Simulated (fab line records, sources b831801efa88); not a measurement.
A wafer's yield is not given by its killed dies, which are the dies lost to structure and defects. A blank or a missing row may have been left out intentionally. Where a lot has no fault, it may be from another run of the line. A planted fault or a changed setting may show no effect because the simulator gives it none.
Problem report, 8D (eight disciplines) form, completed by code + flow sky130 + the parts of the form that need people (team, actions taken, sign-off) are left out

## 1. WHAT IS WRONG
Wafers without a fault read 0.945 a.u. with a standard deviation of 0.0044, while oes-product-au at SKY_VIA3_ETCH_15 averages 0.732 a.u. across 2 wafers of 1 lot. That is -48 standard deviations from the usual mean.
The step: etches SiO2 in C4F8/O2/Ar, stops on TiN, target depth 507 nm, time 78 s.
Seen first at day 44 04:16 on rie-diel-03, wafer L708.2. Wafers with a number at this step in the record: 33, from 11 lots. Rule for "out", or "out of limits": more than 4 standard deviations from the usual mean. The rest of the wafers with a number are treated as sound.

## 2. WHAT IT IS, AND WHAT IT ISN'T
| question                    | is                | is not                                                                          |
|-----------------------------|-------------------|---------------------------------------------------------------------------------|
| which readings at this step | oes-product-au    | -                                                                               |
| which lots                  | L708              | L694, L697, L698, L701, L703, L704, L706, L710, L713, L715                      |
| which wafers of those lots  | L708.2, L708.6    | L708.3                                                                          |
| read on which tools         | rie-diel-03       | rie-diel-01, rie-diel-04                                                        |
| when                        | from day 44 04:16 | up to then (22 sound wafers); but 9 sound wafers of L710, L713, L715 came after |

## 3. SUSPECTS, AND WHAT RULES EACH OUT
Counting: a tool at a process step up to the reading stays a suspect if it ran every lot that is out. Sound lots after the first of them don't rule it out here, since some wafers of a struck lot are sound.
- plasma-asher-01 at SKY_RES_PROTECT_STRIP_07 (strips in O2/N2): kept. L708, the lot that is out, went through it at day 20 18:55; up to then, the latest sound lot through it was L704 at day 19 02:20.
- rie-diel-03 at SKY_VIA3_ETCH_15 (etches SiO2 in C4F8/O2/Ar, stops on TiN, target depth 507 nm, time 78 s): kept. L708, the lot that is out, went through it at day 44 04:16; up to then, the latest sound lot through it was L706 at day 43 07:34. Its own readings are out on those wafers: oes-product-au.
- Within rie-diel-03 at SKY_VIA3_ETCH_15: the wafers that are out ran in chambers 0, 2; their sound lot-mates ran in chamber 3.
What counting leaves: plasma-asher-01 at SKY_RES_PROTECT_STRIP_07 and rie-diel-03 at SKY_VIA3_ETCH_15.

## 4. THE CAUSE (what the simulator had put in)
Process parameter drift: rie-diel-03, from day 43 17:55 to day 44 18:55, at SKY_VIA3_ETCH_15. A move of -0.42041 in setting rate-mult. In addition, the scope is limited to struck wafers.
Counting left 2 suspects, and this tool is among them.

## 5. THE EFFECT CHAIN, in route order
Each row: a reading whose mean over the struck wafers that have a number lies more than 3 standard deviations from the usual. Only readings whose record carries a usual standard deviation are examined. hours: median over the lots of the time between each lot's start at the first step of this table that gives one and its start at this step. sigmas: the change, counted in usual standard deviations.
| hours | step                  | reading                  | usual      | on struck wafers | change | sigmas |
|-------|-----------------------|--------------------------|------------|------------------|--------|--------|
| 0     | SKY_VIA3_ETCH_15      | oes-product-au           | 0.945 a.u. | 0.732            | -0.213 | -48    |
| 0     | SKY_VIA3_STRIP_16     | oes-product-au           | 0.402 a.u. | 0.419            | +0.017 | +4.1   |
| 0     | SKY_VIA3_STRIP_16     | strip-time-to-endpoint-s | 4.141 s    | 4.592            | +0.451 | +18    |
| 130   | SKY_PAD_OPEN_PROBE_99 | defect-limited-yield     | 82.3 %     | 0.0              | -82.3  | -43    |
| 130   | SKY_PAD_OPEN_PROBE_99 | killed_at_M0_to_M3       | 44         | 446              | +402   | +62    |
| 130   | SKY_PAD_OPEN_PROBE_99 | killed-dies              | 87         | 492              | +405   | +44    |
| 130   | SKY_PAD_OPEN_PROBE_99 | killed-on-rim            | 17         | 96               | +79    | +19    |
| 130   | SKY_PAD_OPEN_PROBE_99 | sort_bin_5_function      | 10.5 %     | 92.5             | +82.0  | +51    |
| 130   | SKY_PAD_OPEN_PROBE_99 | sort-n-pass              | 405        | 0                | -405   | -44    |
| 130   | SKY_PAD_OPEN_PROBE_99 | sort-yield-pct           | 82.3 %     | 0.0              | -82.3  | -43    |
The process steps in it:
- SKY_VIA3_ETCH_15: etches SiO2 in C4F8/O2/Ar, stops on TiN, target depth 507 nm, time 78 s.
- SKY_VIA3_STRIP_16: strips in O2/N2.
- SKY_PAD_OPEN_PROBE_99

## 6. WHAT WOULD HAVE CAUGHT IT SOONER
First out-of-limits reading in this record: day 44 04:16, which is 10 hours after fault onset at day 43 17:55.
